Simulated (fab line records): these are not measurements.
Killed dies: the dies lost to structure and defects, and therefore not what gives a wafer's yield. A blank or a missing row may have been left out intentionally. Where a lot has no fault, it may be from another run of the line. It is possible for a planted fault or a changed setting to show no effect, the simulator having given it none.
Which tool was responsible? || flow sky130 || 11 lots with 33 wafers sampled at 3 steps, on a route of 708 steps

WHAT EACH GAUGE READ, for each wafer
SKY_DNWELL_TW_MEAS_09.
{"lot": "L401", "measured": "day 3 07:07", "on": "filmMetro-04", "DNWELL_TW": "1121 1123 1124"}
{"lot": "L403", "measured": "day 3 20:55", "on": "filmMetro-03", "DNWELL_TW": "1123 1123 1129"}
{"lot": "L404", "measured": "day 3 20:32", "on": "filmMetro-02", "DNWELL_TW": "1141 1133 1135"}
{"lot": "L411", "measured": "day 5 11:47", "on": "filmMetro-02", "DNWELL_TW": "1132 1126 1123"}
{"lot": "L414", "measured": "day 6 03:12", "on": "filmMetro-04", "DNWELL_TW": "1125 1125 1125"}
{"lot": "L415", "measured": "day 6 06:05", "on": "filmMetro-03", "DNWELL_TW": "1122 1125 1121"}
{"lot": "L416", "measured": "day 6 14:41", "on": "filmMetro-02", "DNWELL_TW": "1132 1143 1139"}
{"lot": "L418", "measured": "day 7 01:30", "on": "filmMetro-02", "DNWELL_TW": "1126 1128 1129"}
{"lot": "L420", "measured": "day 7 12:00", "on": "filmMetro-03", "DNWELL_TW": "1120 1122 1131"}
{"lot": "L423", "measured": "day 8 17:32", "on": "filmMetro-03", "DNWELL_TW": "1131 1122 1123"}
{"lot": "L424", "measured": "day 8 20:52", "on": "filmMetro-03", "DNWELL_TW": "1110 1120 1113"}

WHAT TOOL EACH LOT RAN ON (gives the tool, then ch and the chambers of the sampled wafers, and finally the start)
{"lot": "L401", "SKY_FIELD_ISO_ETCH_15": "rieDiel-01 ch 1,3, day 2 06:27", "SKY_FIELD_ISO_STRIP_16": "plasmaAsher-03 ch 0,1, day 2 06:32"}
{"lot": "L403", "SKY_FIELD_ISO_ETCH_15": "rieDiel-03 ch 0,1, day 2 16:54", "SKY_FIELD_ISO_STRIP_16": "plasmaAsher-04 ch 0,1, day 2 16:59"}
{"lot": "L404", "SKY_FIELD_ISO_ETCH_15": "rieDiel-04 ch 1,2,3, day 2 19:09", "SKY_FIELD_ISO_STRIP_16": "plasmaAsher-04 ch 0,1, day 2 19:12"}
{"lot": "L411", "SKY_FIELD_ISO_ETCH_15": "rieDiel-01 ch 0,2, day 4 08:53", "SKY_FIELD_ISO_STRIP_16": "plasmaAsher-04 ch 0,1, day 4 08:57"}
{"lot": "L414", "SKY_FIELD_ISO_ETCH_15": "rieDiel-03 ch 2,3, day 4 23:21", "SKY_FIELD_ISO_STRIP_16": "plasmaAsher-04 ch 0,1, day 4 23:26"}
{"lot": "L415", "SKY_FIELD_ISO_ETCH_15": "rieDiel-03 ch 0,1, day 5 05:33", "SKY_FIELD_ISO_STRIP_16": "plasmaAsher-02 ch 0,1, day 5 05:37"}
{"lot": "L416", "SKY_FIELD_ISO_ETCH_15": "rieDiel-04 ch 0,2,3, day 5 13:39", "SKY_FIELD_ISO_STRIP_16": "plasmaAsher-04 ch 0,1, day 5 13:43"}
{"lot": "L418", "SKY_FIELD_ISO_ETCH_15": "rieDiel-03 ch 2,3, day 5 21:57", "SKY_FIELD_ISO_STRIP_16": "plasmaAsher-02 ch 0,1, day 5 22:02"}
{"lot": "L420", "SKY_FIELD_ISO_ETCH_15": "rieDiel-03 ch 0,3, day 6 07:36", "SKY_FIELD_ISO_STRIP_16": "plasmaAsher-04 ch 0,1, day 6 07:39"}
{"lot": "L423", "SKY_FIELD_ISO_ETCH_15": "rieDiel-03 ch 0,1, day 6 23:30", "SKY_FIELD_ISO_STRIP_16": "plasmaAsher-02 ch 0,1, day 6 23:34"}
{"lot": "L424", "SKY_FIELD_ISO_ETCH_15": "rieDiel-03 ch 0,1,2, day 7 05:42", "SKY_FIELD_ISO_STRIP_16": "plasmaAsher-03 ch 0,1, day 7 05:47"}
- SKY_FIELD_ISO_ETCH_15: etches the open film in CHF3/O2, stops on Si, target depth 180 nm, time 72 s.
- SKY_FIELD_ISO_STRIP_16: strips in O2/N2.

THE ANSWER, worked out from the rows above alone
Rule: the usual values come from the lots themselves. The widest of any qualifying gaps counts: lots, ordered by their means at a reading, are off when they make up no more than a third of the lots, leave a main group of 4 or more, and stand apart from it by 3 or more times the standard deviation of that group's means. A main group whose means are all the same, to the digits that the tables above print for the reading, isn't used. A lot without any number at a reading at which 4 lots or more have one is off too. The other lots that the step has rows for count as sound.
Across all readings shown, no lot is off: no conclusion can be drawn from this.

WHAT HAD BEEN PUT IN BY THE SIMULATOR
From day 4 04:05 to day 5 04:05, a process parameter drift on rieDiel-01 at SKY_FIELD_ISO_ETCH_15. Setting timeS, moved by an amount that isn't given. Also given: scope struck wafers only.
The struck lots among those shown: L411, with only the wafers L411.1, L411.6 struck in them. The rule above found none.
